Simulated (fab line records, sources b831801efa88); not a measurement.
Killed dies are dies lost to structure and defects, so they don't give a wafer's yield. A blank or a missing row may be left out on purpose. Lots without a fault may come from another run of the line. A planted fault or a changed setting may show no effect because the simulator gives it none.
One fault seen from 2 desks | flow gf180mcu | each desk has only its own numbers; what lay behind them comes last

THE TOOL OWNER'S DESK: iline_stepper-02
The tool's own readings at GF_NSD_EXPOSE_04 (exposes mask Nplus, target cd 400 nm): means of the sampled wafers that have a number, for each lot that ran on this tool. A lot is out of limits, marked OUT, if its mean lies more than 4 standard deviations from the usual mean; the brackets give that distance.
Columns: A = exposure_dose_mJ_cm2 at GF_NSD_EXPOSE_04, usual 139.98
lot  | first seen here | A
L881 | day 13 03:32    | 139.93
L882 | day 13 13:07    | 139.95
L892 | day 16 22:46    | 139.87
L898 | day 18 22:26    | 135.83 (-30) OUT
L901 | day 20 02:46    | 136.50 (-25) OUT
L903 | day 20 16:24    | 137.40 (-18) OUT
This desk's finding: out of limits on L898, L901, L903; first on L898, day 18 22:26 (exposure_dose_mJ_cm2 at GF_NSD_EXPOSE_04). In limits: L881, L882, L892.

THE METROLOGY DESK
What the gauges read, lot by lot, whatever tool the lot ran on: means of the sampled wafers that have a number. A lot is out of limits, marked OUT, if its mean lies more than 4 standard deviations from the usual mean; the brackets give that distance.
Columns: A = HV_LDD_RS at GF_HV_LDD_RS_MEAS_53, usual 418.1 ohm/sq; B = HV_LDD_CVD_54_THK at GF_HV_LDD_THK_MEAS_55, usual 10.02 nm; C = HV_LDD_CVD_56_THK at GF_HV_LDD_THK_MEAS_57, usual 90.4 nm
lot  | first seen here | A     | B     | C
L881 | day 12 15:10    | 418.5 | 9.71  | 90.6
L882 | day 13 00:22    | 417.5 | 9.92  | 91.5
L892 | day 16 08:40    | 417.5 | 10.06 | 89.8
L898 | day 18 07:58    | 417.7 | 9.97  | 90.2
L901 | day 19 11:50    | 417.5 | 10.16 | 90.8
L902 | day 19 23:21    | 417.7 | 9.81  | 91.2
L903 | day 20 01:35    | 419.1 | 10.23 | 92.0
This desk's finding: nothing out of limits on any of the 7 lots.

PUT TOGETHER
The tool owner's desk could have raised an alarm at day 18 22:26, on L898, L901, L903.
The metrology desk saw nothing out of limits.
The metrology desk has L898, L901, L903 on record, within its limits.
Of the lots named, all ran GF_NSD_EXPOSE_04 on iline_stepper-02.

WHAT THE SIMULATOR HAD PUT IN
Process parameter drift: iline_stepper-02, from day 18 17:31 on, at GF_NSD_EXPOSE_04. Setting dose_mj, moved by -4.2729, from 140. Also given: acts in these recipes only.
Lots struck among those shown: L898, L901, L903.
Hours from the fault's start to each desk's first reading out of limits: the tool owner's desk, 5.
